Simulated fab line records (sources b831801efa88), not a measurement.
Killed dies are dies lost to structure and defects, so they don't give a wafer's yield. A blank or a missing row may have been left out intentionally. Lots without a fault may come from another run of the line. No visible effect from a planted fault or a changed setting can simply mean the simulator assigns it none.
Problem report in the 8D (eight disciplines) form, filled by code	flow sky130	the parts of the form that need people (team, actions taken, sign-off) are left out

## 1. THE ISSUE
METAL1_ALCU_RS at SKY_METAL1_RS_MEAS_05 reads a mean of 0.1114 ohm/sq on 1 wafer of 1 lot; wafers without a fault read 0.1267 ohm/sq with a standard deviation of 0.0013. That puts it -12 standard deviations away from the usual mean.
The step: measures by four-point-probe.
Earliest sighting: wafer L776.3 on film-metro-03 at day 37 21:42. At this step, 30 wafers from 10 lots have a number in the record. The rule behind "out" and "out of limits": a value lying over 4 standard deviations away from the usual mean. Any other wafer with a number is counted as sound.

## 2. WHAT THIS IS AND IS NOT
question	is	is not
which readings at this step	METAL1_ALCU_RS	-
which lots	L776	L755, L758, L760, L761, L762, L763, L765, L766, L773
which wafers of those lots	L776.3	L776.4, L776.5
read on which gauges	film-metro-03	film-metro-01, film-metro-02
when	from day 37 21:42	up to then (29 sound wafers)

## 3. WHAT RULES OUT EACH SUSPECT
Counting: a tool at a process step up to the reading stays a suspect if it ran every lot that is out. Sound lots after the first of them don't rule it out here, since some wafers of a struck lot are sound.
- the gauge at SKY_METAL1_RS_MEAS_05 is ruled out. All the wafers that are out were read on film-metro-03, but those of them that SKY_METAL1_SPUTTER_02 has rows for are out there too, on other tools.
- rie-metal-01 at SKY_LOCAL_INTERCONNECT_METAL_ETCH_14 (etches TiN in Cl2/BCl3, stops on PSG, target depth 110 nm, time 31.4 s): kept. It processed L776, the lot that is out, at day 36 16:39, and its most recent sound lot before then was L761 at day 32 21:33.
- cmp-01 at SKY_CONTACT_CMP_04 (polishes SiO2): kept. It processed L776, the lot that is out, at day 36 18:10, and its most recent sound lot before then was L773 at day 35 23:20.
- pvd-sputter-01 at SKY_METAL1_SPUTTER_02 (material AlCu, target thk 250 nm, time 13.3 s): kept. It processed L776, the lot that is out, at day 37 21:34, and its most recent sound lot before then was L766 at day 35 04:26. Its own readings are out on those wafers: cathode-dc-power-W.
rie-metal-01 at SKY_LOCAL_INTERCONNECT_METAL_ETCH_14, cmp-01 at SKY_CONTACT_CMP_04 and pvd-sputter-01 at SKY_METAL1_SPUTTER_02 are what is left after counting.

## 4. THE CAUSE (what the simulator had put in)
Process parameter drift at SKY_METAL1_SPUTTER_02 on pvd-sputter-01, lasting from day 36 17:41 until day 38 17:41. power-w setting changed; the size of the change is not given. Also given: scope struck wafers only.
Of the 3 suspects that counting leaves, this tool is one.

## 5. THE EFFECT CHAIN, in route order
Each row: a reading whose mean over the struck wafers that have a number lies more than 3 standard deviations from the usual. Readings are gone through only where the record gives a usual standard deviation; hours: the median, over the lots, of the time from a lot's start at the first step in this table giving one to that lot's start at this step; sigmas: the change measured in usual standard deviations.
hours	step	reading	usual	on struck wafers	change	sigmas
0	SKY_METAL1_SPUTTER_02	cathode-dc-power-W	10600 W	12144	+1544	+99 or more
0	SKY_METAL1_RS_MEAS_05	METAL1_ALCU_RS	0.1267 ohm/sq	0.1114	-0.0153	-12
0	SKY_METAL1_THK_MEAS_06	METAL1_ALCU_THK	254 nm	289	+35	+12
Process steps it contains:
- SKY_METAL1_SPUTTER_02: material AlCu, target thk 250 nm, time 13.3 s.

## 6. HOW IT WOULD HAVE BEEN CAUGHT EARLIER
The first out-of-limits reading at a measuring or inspecting step in this record came at day 37 21:42, 28 hours after the fault's start at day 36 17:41.
The tool's own readings at SKY_METAL1_SPUTTER_02 were out on every struck wafer that the step has a row for (cathode-dc-power-W): an alarm limit on them would have fired on the first of those.
Lots out: 1; all had begun SKY_METAL1_SPUTTER_02 on pvd-sputter-01 by day 37 21:42. Tool hold at that time: it would have spared none of them.
